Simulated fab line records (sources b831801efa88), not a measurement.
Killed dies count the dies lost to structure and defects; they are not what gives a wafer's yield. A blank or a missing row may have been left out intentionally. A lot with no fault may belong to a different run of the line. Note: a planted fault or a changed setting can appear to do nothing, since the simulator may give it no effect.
The tool behind it: which one? | flow sky130 | Sampling: 7 lots, 21 wafers, 3 of 708 route steps

WHAT THE GAUGES READ, wafer by wafer
SKY_PWDE_TW_MEAS_10.
lot  | measured    | on            | PWDE_TW
L826 | day 5 01:14 | film-metro-04 | 374 375 373
L828 | day 5 14:29 | film-metro-04 | 30 30 30
L834 | day 6 21:50 | film-metro-03 | 371 370 369
L836 | day 7 13:28 | film-metro-03 | 373 373 371
L838 | day 8 09:04 | film-metro-01 | 379 378 376
L840 | day 8 10:02 | film-metro-04 | 377 376 376
L843 | day 9 18:59 | film-metro-01 | 381 382 380

WHAT TOOL EACH LOT RAN ON (gives the tool, then ch and the chambers of the sampled wafers, and finally the start)
lot  | SKY_DNWELL_STRIP_08                 | SKY_PWDE_STRIP_09
L826 | plasma-asher-03 ch 0,1, day 4 07:52 | plasma-asher-04 ch 0,1, day 5 01:08
L828 | plasma-asher-03 ch 0, day 4 20:54   | plasma-asher-03 ch 0, day 5 14:22
L834 | plasma-asher-01 ch 0,1, day 6 02:45 | plasma-asher-03 ch 0,1, day 6 21:44
L836 | plasma-asher-04 ch 0,1, day 6 18:40 | plasma-asher-02 ch 0,1, day 7 13:22
L838 | plasma-asher-03 ch 0,1, day 7 13:23 | plasma-asher-02 ch 0,1, day 8 08:58
L840 | plasma-asher-04 ch 0,1, day 7 13:55 | plasma-asher-02 ch 0,1, day 8 09:56
L843 | plasma-asher-03 ch 0,1, day 8 21:10 | plasma-asher-02 ch 0,1, day 9 18:53
- SKY_DNWELL_STRIP_08: strips in O2/N2.
- SKY_PWDE_STRIP_09: strips in O2/N2.

THE ANSWER, worked out from the rows above alone
Rule: usual is defined by the lots themselves. The widest of any qualifying gaps counts: lots, ordered by their means at a reading, are off when they make up no more than a third of the lots, leave a main group of 4 or more, and stand apart from it by 3 or more times the standard deviation of that group's means. A main group is skipped when, at the precision printed for the reading in the tables above, its means are all equal. A lot without any number at a reading at which 4 lots or more have one is off too. The other lots that the step has rows for count as sound.
Off: L828, at SKY_PWDE_TW_MEAS_10 (PWDE_TW). The main group has a mean of 375 with a standard deviation of 3.6.
A tool fits if, at a process step before that reading, it ran every lot that is off, and no sound lot after the first of them. The gauges at SKY_PWDE_TW_MEAS_10 are tried like those tools. No candidate that was tried fits.

WHAT WAS PUT IN BY THE SIMULATOR
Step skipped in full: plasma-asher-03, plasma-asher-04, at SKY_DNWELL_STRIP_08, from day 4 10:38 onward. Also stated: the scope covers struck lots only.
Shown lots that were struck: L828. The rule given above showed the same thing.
